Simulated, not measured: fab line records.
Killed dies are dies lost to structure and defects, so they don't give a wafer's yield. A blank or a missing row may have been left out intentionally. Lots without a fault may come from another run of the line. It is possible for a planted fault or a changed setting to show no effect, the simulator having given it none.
A single fault, viewed from 2 desks :: flow sky130 :: each desk holds nothing but its own numbers, with what lay behind them at the end

## THE METROLOGY DESK
Lot by lot, what the gauges showed, no matter which tool ran the lot: averages of those sampled wafers that carry a number. The brackets show how far a lot's mean lies from the usual mean; more than 4 standard deviations puts the lot out of limits, marked OUT.
Columns: A = NWELL_00_OVL at SKY_NWELL_OVL_MEAS_10, usual -1.3 nm; B = NWELL_2_TW at SKY_NWELL_TW_MEAS_26, usual 495
lot: L253
first seen here: day 4 23:20
A: -1.2
B: 491

lot: L254
first seen here: day 5 04:41
A: 0.4
B: 504

lot: L255
first seen here: day 5 07:01
A: -1.2
B: 499

lot: L256
first seen here: day 5 11:05
A: -1.5
B: 492

lot: L257
first seen here: day 5 20:50
A: 1.8
B: 496

lot: L258
first seen here: day 6 02:39
A: -3.1
B: 501

lot: L259
first seen here: day 6 06:54
A: 0.5
B: 489

lot: L261
first seen here: day 6 19:39
A: -0.7
B: 489

lot: L263
first seen here: day 7 06:29
A: -0.1
B: 493

lot: L270
first seen here: day 8 22:54
A: -1.9
B: 490

lot: L273
first seen here: day 10 01:12
A: -1.4
B: 503

lot: L274
first seen here: day 10 11:05
A: -0.6
B: 491
This desk's finding: nothing out of limits on any of the 12 lots.

## AT THE TOOL OWNER'S DESK: rie_diel-01
The tool's own readings at SKY_FIELD_ISO_ETCH_15 (etches the open film in CHF3/O2, stops on Si, target depth 180 nm, time 72 s): means of the sampled wafers that have a number, for each lot that ran on this tool. The brackets show how far a lot's mean lies from the usual mean; more than 4 standard deviations puts the lot out of limits, marked OUT.
Columns: A = drypump_motor_current_A at SKY_FIELD_ISO_ETCH_15, usual 5.9 A; B = oes_product_au at SKY_FIELD_ISO_ETCH_15, usual 0.948 a.u.; C = throttle_valve_pct at SKY_FIELD_ISO_ETCH_15, usual 8.845 %
lot: L255
first seen here: day 2 20:11
A: 6.1
B: 0.950
C: 8.844

lot: L256
first seen here: day 3 00:41
A: 5.7
B: 0.942
C: 8.851

lot: L257
first seen here: day 3 08:30
A: 6.2
B: 0.948
C: 8.839

lot: L258
first seen here: day 3 14:35
A: 6.2
B: 0.951
C: 8.844

lot: L270
first seen here: day 6 03:44
A: 5.8
B: 0.942
C: 8.837
This desk's finding: nothing out of limits on any of the 5 lots.

## PUT TOGETHER
Nothing out of limits was seen by the metrology desk.
Nothing out of limits was seen by the tool owner's desk.

## WHAT WAS PUT IN BY THE SIMULATOR
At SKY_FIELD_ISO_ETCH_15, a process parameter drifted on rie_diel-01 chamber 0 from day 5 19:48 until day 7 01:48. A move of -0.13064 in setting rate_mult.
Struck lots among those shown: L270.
